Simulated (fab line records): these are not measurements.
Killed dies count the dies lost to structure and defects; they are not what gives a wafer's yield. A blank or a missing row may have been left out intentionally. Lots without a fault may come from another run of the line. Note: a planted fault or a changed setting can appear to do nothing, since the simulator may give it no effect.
What tool caused it? | flow sky130 | Sampling: 12 lots, 36 wafers, 5 of 708 route steps

WHAT THE GAUGES SHOWED, per wafer
SKY_VT_ADJUST_HVTP_CD_MEAS_07: target cd 380 nm. Usual: cd_nm reads 379.9 nm (standard deviation 2.3).
lot  | measured     | on        | cd_nm (nm)        | flag
L577 | day 6 19:11  | cd_sem-01 | 381.1 379.6 379.6 |
L578 | day 7 03:22  | cd_sem-02 | 379.8 381.8 379.6 |
L579 | day 7 09:16  | cd_sem-02 | 379.2 376.0 379.5 |
L580 | day 7 17:34  | cd_sem-01 | 379.0 376.4 379.2 |
L583 | day 8 08:52  | cd_sem-01 | 381.5 382.6 381.9 |
L584 | day 8 14:59  | cd_sem-02 | 381.0 379.3 379.7 |
L588 | day 10 02:35 | cd_sem-02 | 379.4 384.8 380.8 |
L589 | day 10 07:46 | cd_sem-01 | 377.7 379.8 379.4 |
L590 | day 10 08:01 | cd_sem-02 | 378.8 382.9 379.4 |
L591 | day 10 13:23 | cd_sem-02 | 377.3 378.2 377.9 |
L592 | day 11 03:28 | cd_sem-02 | 379.5 378.6 380.2 |
L596 | day 12 00:29 | cd_sem-02 | 381.8 380.0 379.2 |

SKY_VT_ADJUST_NCORE_OVL_MEAS_08. Usual: for VT_ADJUST_NCORE_OVL the level is -0.7 nm and the standard deviation is 1.3.
lot  | measured     | on         | VT_ADJUST_NCORE_OVL (nm) | flag
L577 | day 9 07:43  | overlay-01 | -0.1 -2.3 -2.2           |
L578 | day 9 16:13  | overlay-01 | 0.6 0.8 -1.8             |
L579 | day 10 00:40 | overlay-01 | -0.4 -0.9 -1.2           |
L580 | day 10 09:29 | overlay-02 | -0.2 -2.0 -0.9           |
L583 | day 11 03:10 | overlay-02 | 0.9 4.4 1.6              |
L584 | day 11 10:22 | overlay-02 | 0.2 0.8 0.7              |
L588 | day 13 02:37 | overlay-02 | -0.8 -1.5 0.5            |
L589 | day 13 08:17 | overlay-01 | 1.0 0.2 1.3              |
L590 | day 13 09:07 | overlay-02 | -1.0 0.5 -2.1            |
L591 | day 13 14:14 | overlay-02 | -0.8 -1.4 -1.0           |
L592 | day 14 04:52 | overlay-02 | -3.1 -2.7 -1.8           |
L596 | day 15 05:38 | overlay-01 | -0.9 -2.5 -1.6           |

TOOL THAT RAN EACH LOT (tool first, then ch and the chambers of the sampled wafers, then the start)
lot  | SKY_FIELD_ISO_ETCH_14             | SKY_PWDE_SOFTBAKE_03             | SKY_PWDE_STRIP_09
L577 | rie_diel-04 ch 2,3, day 2 19:56   | litho_track-04 ch 0, day 4 03:53 | plasma_asher-04 ch 0,1, day 4 12:19
L578 | rie_diel-04 ch 0,1,3, day 3 02:43 | litho_track-01 ch 0, day 4 10:21 | plasma_asher-01 ch 0,1, day 4 19:28
L579 | rie_diel-02 ch 0,2,3, day 3 08:02 | litho_track-01 ch 0, day 4 16:31 | plasma_asher-03 ch 0,1, day 5 00:44
L580 | rie_diel-04 ch 0,1,3, day 3 11:15 | litho_track-04 ch 0, day 4 22:10 | plasma_asher-03 ch 0,1, day 5 07:31
L583 | rie_diel-04 ch 0,3, day 4 03:34   | litho_track-01 ch 0, day 5 13:52 | plasma_asher-01 ch 0,1, day 5 22:12
L584 | rie_diel-04 ch 0,1, day 4 07:58   | litho_track-01 ch 0, day 5 18:33 | plasma_asher-04 ch 0,1, day 6 04:11
L588 | rie_diel-03 ch 0,2,3, day 5 05:08 | litho_track-01 ch 0, day 7 01:24 | plasma_asher-04 ch 0,1, day 7 10:22
L589 | rie_diel-04 ch 2,3, day 5 13:33   | litho_track-04 ch 0, day 7 05:54 | plasma_asher-04 ch 0,1, day 7 15:05
L590 | rie_diel-04 ch 1,2,3, day 5 15:19 | litho_track-04 ch 0, day 7 06:29 | plasma_asher-01 ch 0,1, day 7 15:43
L591 | rie_diel-03 ch 0,1, day 5 20:34   | litho_track-01 ch 0, day 7 10:04 | plasma_asher-03 ch 0,1, day 7 19:54
L592 | rie_diel-03 ch 0,1,2, day 6 05:50 | litho_track-01 ch 0, day 7 23:32 | plasma_asher-03 ch 0,1, day 8 09:25
L596 | rie_diel-04 ch 0,2,3, day 6 23:29 | litho_track-03 ch 0, day 8 17:19 | plasma_asher-01 ch 0,1, day 9 03:53
- SKY_FIELD_ISO_ETCH_14: etches BARC in N2/H2, stops on SiO2, time 45.9 s, target depth 60 nm.
- SKY_PWDE_SOFTBAKE_03
- SKY_PWDE_STRIP_09: strips in O2/N2.

AS READ BY THE TOOLS THEMSELVES (means over the sampled wafers that have a number; for cases with no such wafer, the mark the record gives instead)
SKY_FIELD_ISO_ETCH_14. Usual: drypump_motor_current_A 5.6 A, standard deviation 0.47; n2_flow_sccm 100.0 sccm, standard deviation 0.31; oes_product_au 0.855 a.u., standard deviation 0.005; throttle_valve_pct 13.225 %, standard deviation 0.0092.
lot  | tool        | drypump_motor_current_A (A) | n2_flow_sccm (sccm) | oes_product_au (a.u.) | throttle_valve_pct (%) | flag
L577 | rie_diel-04 | 6.0                         | 100.0               | 0.859                 | 13.232                 |
L578 | rie_diel-04 | 5.8                         | 99.7                | 0.856                 | 13.229                 |
L579 | rie_diel-02 | 5.2                         | 100.2               | 0.853                 | 13.224                 |
L580 | rie_diel-04 | 5.8                         | 100.2               | 0.860                 | 13.222                 |
L583 | rie_diel-04 | 5.8                         | 100.0               | 0.853                 | 13.216                 |
L584 | rie_diel-04 | 5.5                         | 100.0               | 0.854                 | 13.216                 |
L588 | rie_diel-03 | 5.6                         | 100.4               | 0.851                 | 13.223                 |
L589 | rie_diel-04 | 6.0                         | 99.7                | 0.857                 | 13.227                 |
L590 | rie_diel-04 | 6.0                         | 99.9                | 0.854                 | 13.224                 |
L591 | rie_diel-03 | 5.3                         | 99.5                | 0.855                 | 13.232                 |
L592 | rie_diel-03 | 5.2                         | 99.9                | 0.862                 | 13.229                 |
L596 | rie_diel-04 | 5.8                         | 100.1               | 0.854                 | 13.227                 |

SKY_PWDE_SOFTBAKE_03. Usual: heater_power_total_W 65.31 W, standard deviation 0.14; plate_temp_C 110.00 C, standard deviation 0.11.
lot  | tool           | heater_power_total_W (W) | plate_temp_C (C) | flag
L577 | litho_track-04 | 65.26                    | 110.00           |
L578 | litho_track-01 | 65.31                    | 109.95           |
L579 | litho_track-01 | 65.31                    | 110.04           |
L580 | litho_track-04 | 65.35                    | 109.89           |
L583 | litho_track-01 | 65.14                    | 110.08           |
L584 | litho_track-01 | 65.22                    | 110.06           |
L588 | litho_track-01 | 68.42                    | 113.92           | OFF
L589 | litho_track-04 | 65.31                    | 109.86           |
L590 | litho_track-04 | 65.34                    | 109.98           |
L591 | litho_track-01 | 68.53                    | 113.92           | OFF
L592 | litho_track-01 | 68.54                    | 113.81           | OFF
L596 | litho_track-03 | 65.25                    | 110.19           |

SKY_PWDE_STRIP_09. Usual: drypump_motor_current_A 5.7 A, standard deviation 0.48; n2_flow_sccm 299.9 sccm, standard deviation 0.99; oes_product_au 0.722 a.u., standard deviation 0.0045; strip_time_to_endpoint_s 36.94 s, standard deviation 0.093.
lot  | tool            | drypump_motor_current_A (A) | n2_flow_sccm (sccm) | oes_product_au (a.u.) | strip_time_to_endpoint_s (s) | flag
L577 | plasma_asher-04 | 6.0                         | 300.1               | 0.723                 | 37.00                        |
L578 | plasma_asher-01 | 5.6                         | 299.3               | 0.725                 | 36.95                        |
L579 | plasma_asher-03 | 5.3                         | 299.9               | 0.722                 | 37.00                        |
L580 | plasma_asher-03 | 5.3                         | 300.5               | 0.721                 | 36.80                        |
L583 | plasma_asher-01 | 5.6                         | 299.2               | 0.721                 | 36.86                        |
L584 | plasma_asher-04 | 5.7                         | 300.9               | 0.721                 | 36.86                        |
L588 | plasma_asher-04 | 6.0                         | 299.2               | 0.722                 | 36.58                        | OFF
L589 | plasma_asher-04 | 6.0                         | 299.9               | 0.724                 | 36.90                        |
L590 | plasma_asher-01 | 5.6                         | 300.3               | 0.722                 | 36.96                        |
L591 | plasma_asher-03 | 5.3                         | 299.0               | 0.724                 | 36.41                        | OFF
L592 | plasma_asher-03 | 5.4                         | 300.1               | 0.723                 | 36.59                        | OFF
L596 | plasma_asher-01 | 5.6                         | 299.8               | 0.719                 | 37.06                        |

THE ANSWER, worked out from the rows above alone
Rule: take the mean of a lot's wafers that have a number; if it is more than 3 standard deviations from the usual mean, the lot is off. Also off: a lot with no number at a reading for which 4 or more lots have one. Where the step has rows for the other lots, those lots are counted as sound. First the gauges in route order, then the tools' own readings, where a lot's mean is used as printed above. At the first step where some lot is off, the reading lying furthest off is the one used; lots without a number count as furthest.
Off, at SKY_PWDE_SOFTBAKE_03 on plate_temp_C: L588, L591, L592.
If a tool, at that step or one of the process steps before it, ran each lot that is off and ran no sound lot following the first of them, it fits. Can't be told from this: 2 tools fit, rie_diel-03 at SKY_FIELD_ISO_ETCH_14, litho_track-01 at SKY_PWDE_SOFTBAKE_03.

WHAT HAD BEEN PUT IN BY THE SIMULATOR
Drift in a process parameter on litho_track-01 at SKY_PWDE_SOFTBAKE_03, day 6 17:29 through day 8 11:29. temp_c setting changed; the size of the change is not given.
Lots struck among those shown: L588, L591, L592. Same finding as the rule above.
